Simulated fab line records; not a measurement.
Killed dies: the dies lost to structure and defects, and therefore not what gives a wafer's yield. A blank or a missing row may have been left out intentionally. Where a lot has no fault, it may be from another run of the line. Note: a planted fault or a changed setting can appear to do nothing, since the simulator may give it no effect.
Matching of chambers | flow sky130 | SKY_POLY_CUT_ETCH_11 on rieDiel-04 has 4 sister chambers
The step etches Si3N4 in CF4/CH2F2/Ar, stops on poly-Si, time 42.5 s, target depth 60 nm. 4 wafers are shown with their chamber, then 10 later ones without.

WAFERS PAIRED WITH THEIR CHAMBERS
wafer  | chamber | oesProductAu (a.u.)
L346.3 | 1       | 0.826
L354.6 | 3       | 0.831
L355.2 | 0       | 0.826
L355.3 | 2       | 0.831

WAFERS WITH NO CHAMBER GIVEN
wafer  | oesProductAu (a.u.)
L355.4 | 0.832
L356.2 | 0.817
L356.5 | 0.823
L356.6 | 0.823
L357.4 | 0.810
L357.5 | 0.816
L357.6 | 0.807
L358.1 | 0.833
L358.3 | 0.842
L358.6 | 0.837

WHICH CHAMBER EACH WENT THROUGH
wafer  | from the rows above               | in truth
L355.4 | can't be placed: 2 or 3 or 0 or 1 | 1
L356.2 | can't be placed: 0 or 1 or 2 or 3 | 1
L356.5 | can't be placed: 0 or 1 or 2 or 3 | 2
L356.6 | can't be placed: 0 or 1 or 2 or 3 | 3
L357.4 | can't be placed: 0 or 1 or 2 or 3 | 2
L357.5 | can't be placed: 0 or 1 or 2 or 3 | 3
L357.6 | can't be placed: 0 or 1 or 2 or 3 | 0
L358.1 | can't be placed: 2 or 3 or 0 or 1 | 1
L358.3 | can't be placed: 2 or 3 or 0 or 1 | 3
L358.6 | can't be placed: 2 or 3 or 0 or 1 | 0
Correct placement for 0 of the 10. Not placeable from these rows: 10 (in 10, the candidates include the true chamber). 0 placed wrongly.
How it was worked out, from the rows above alone: a wafer's distance from a chamber is the root of the sum, over the readings, of the square of ((its reading less the chamber's mean) divided by the reading's scatter). The wafer belongs to the nearest chamber; if the next one is less than 2 further off, it can't be placed. For every chamber, the mean is computed from those of its wafers that are shown. The scatter: root of mean squared gap, hidden wafer to nearest shown wafer, with one shown wafer a chamber.
